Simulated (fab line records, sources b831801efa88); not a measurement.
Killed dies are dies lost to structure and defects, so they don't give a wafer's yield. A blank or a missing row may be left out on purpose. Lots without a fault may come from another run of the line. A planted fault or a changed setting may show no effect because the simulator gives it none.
Which tool did it? | flow sky130 | 14 lots, 42 wafers sampled, at 3 steps of a route of 708

WHAT THE GAUGES READ, wafer by wafer
SKY_SD_N_OVL_MEAS_08. Usual: SD_N_OVL 1.0 nm, standard deviation 1.3.
lot  | measured     | on         | SD_N_OVL (nm) | flag
L493 | day 27 19:59 | overlay-02 | 0.1 1.1 2.2   |
L496 | day 28 15:29 | overlay-02 | 0.0 -1.0 -1.0 |
L501 | day 31 04:55 | overlay-01 | -0.2 1.3 0.2  |
L502 | day 31 09:34 | overlay-01 | 0.5 2.5 1.3   |
L506 | day 32 17:16 | overlay-02 | -1.5 1.2 2.4  |
L507 | day 32 20:32 | overlay-02 | 0.6 1.6 -0.6  |
L508 | day 33 01:02 | overlay-01 | 0.2 0.4 0.4   |
L509 | day 33 14:14 | overlay-01 | 0.2 1.4 1.3   |
L510 | day 33 18:50 | overlay-02 | -1.4 0.9 1.3  |
L511 | day 34 00:53 | overlay-02 | 0.6 3.6 1.1   |
L512 | day 34 06:10 | overlay-02 | 0.7 0.2 0.6   |
L514 | day 34 19:20 | overlay-02 | -0.2 1.0 0.6  |
L515 | day 35 03:38 | overlay-02 | 2.3 2.0 0.4   |
L516 | day 35 07:31 | overlay-01 | 2.1 0.6 0.6   |

SKY_CONTACT_CD_MEAS_14: target cd 170 nm. Usual: cd_nm 169.9 nm, standard deviation 1.6.
lot  | measured     | on        | cd_nm (nm)        | flag
L493 | day 31 11:53 | cd_sem-01 | 170.6 170.6 170.1 |
L496 | day 32 07:29 | cd_sem-02 | 170.6 170.7 172.2 |
L501 | day 34 18:38 | cd_sem-01 | - - -             | OFF
L502 | day 34 21:56 | cd_sem-01 | - - -             | OFF
L506 | day 36 04:38 | cd_sem-02 | 170.0 170.2 168.0 |
L507 | day 36 07:59 | cd_sem-02 | 168.5 169.8 170.2 |
L508 | day 36 13:52 | cd_sem-01 | 170.2 171.3 170.7 |
L509 | day 37 01:26 | cd_sem-02 | 170.4 170.1 168.9 |
L510 | day 37 06:58 | cd_sem-02 | 166.4 167.1 167.9 |
L511 | day 37 13:05 | cd_sem-01 | 171.2 171.9 172.3 |
L512 | day 37 17:42 | cd_sem-02 | 169.4 171.5 170.6 |
L514 | day 38 05:41 | cd_sem-02 | 168.6 167.4 166.2 |
L515 | day 38 14:05 | cd_sem-01 | 168.4 169.2 167.1 |
L516 | day 38 16:35 | cd_sem-01 | 170.1 169.6 169.3 |

WHICH TOOL RAN EACH LOT (tool, then ch and the chambers of the sampled wafers, then the start)
lot  | SKY_CONTACT_PEB_12
L493 | litho_track-04 ch 0, day 31 11:00
L496 | litho_track-04 ch 0, day 32 07:00
L501 | litho_track-01, day 34 18:00
L502 | litho_track-04, day 34 21:00
L506 | litho_track-01 ch 0, day 36 04:00
L507 | litho_track-04 ch 0, day 36 07:00
L508 | litho_track-02 ch 0, day 36 13:00
L509 | litho_track-01 ch 0, day 37 01:00
L510 | litho_track-01 ch 0, day 37 06:00
L511 | litho_track-02 ch 0, day 37 12:00
L512 | litho_track-02 ch 0, day 37 17:00
L514 | litho_track-04 ch 0, day 38 05:00
L515 | litho_track-02 ch 0, day 38 13:00
L516 | litho_track-04 ch 0, day 38 16:00
- SKY_CONTACT_PEB_12

WHAT THE TOOLS THEMSELVES READ (means of the sampled wafers that have a number; where no wafer has one, the mark that the record gives instead)
SKY_CONTACT_PEB_12. Usual: exhaust_pa 45.0 Pa, standard deviation 0.93.
lot  | tool           | exhaust_pa (Pa) | flag
L493 | litho_track-04 | 44.8            |
L496 | litho_track-04 | 45.3            |
L501 | litho_track-01 | -               | OFF
L502 | litho_track-04 | -               | OFF
L506 | litho_track-01 | 45.7            |
L507 | litho_track-04 | 44.7            |
L508 | litho_track-02 | 45.0            |
L509 | litho_track-01 | 44.9            |
L510 | litho_track-01 | 45.3            |
L511 | litho_track-02 | 45.0            |
L512 | litho_track-02 | 44.2            |
L514 | litho_track-04 | 44.7            |
L515 | litho_track-02 | 43.9            |
L516 | litho_track-04 | 44.5            |

THE ANSWER, worked out from the rows above alone
Rule: a lot is off if the mean of its wafers that have a number lies more than 3 standard deviations from the usual mean. A lot without any number at a reading at which 4 lots or more have one is off too. The other lots that the step has rows for count as sound. The gauges are gone through in route order, then the tools' own readings, and for those a lot's mean is taken as printed above. The first step at which some lot is off is used, and at that step the reading that is off furthest; a lot without a number counts as furthest.
Off: L501, L502, at SKY_CONTACT_CD_MEAS_14 (cd_nm). Without a number there: L501, L502.
A tool fits if, at a process step before that reading, it ran every lot that is off, and no sound lot after the first of them. The gauges at SKY_CONTACT_CD_MEAS_14 aren't tried: what is off there is off at SKY_CONTACT_PEB_12 too, on other tools, and a gauge's error can't cause that. None of those tried fits.

WHAT THE SIMULATOR HAD PUT IN
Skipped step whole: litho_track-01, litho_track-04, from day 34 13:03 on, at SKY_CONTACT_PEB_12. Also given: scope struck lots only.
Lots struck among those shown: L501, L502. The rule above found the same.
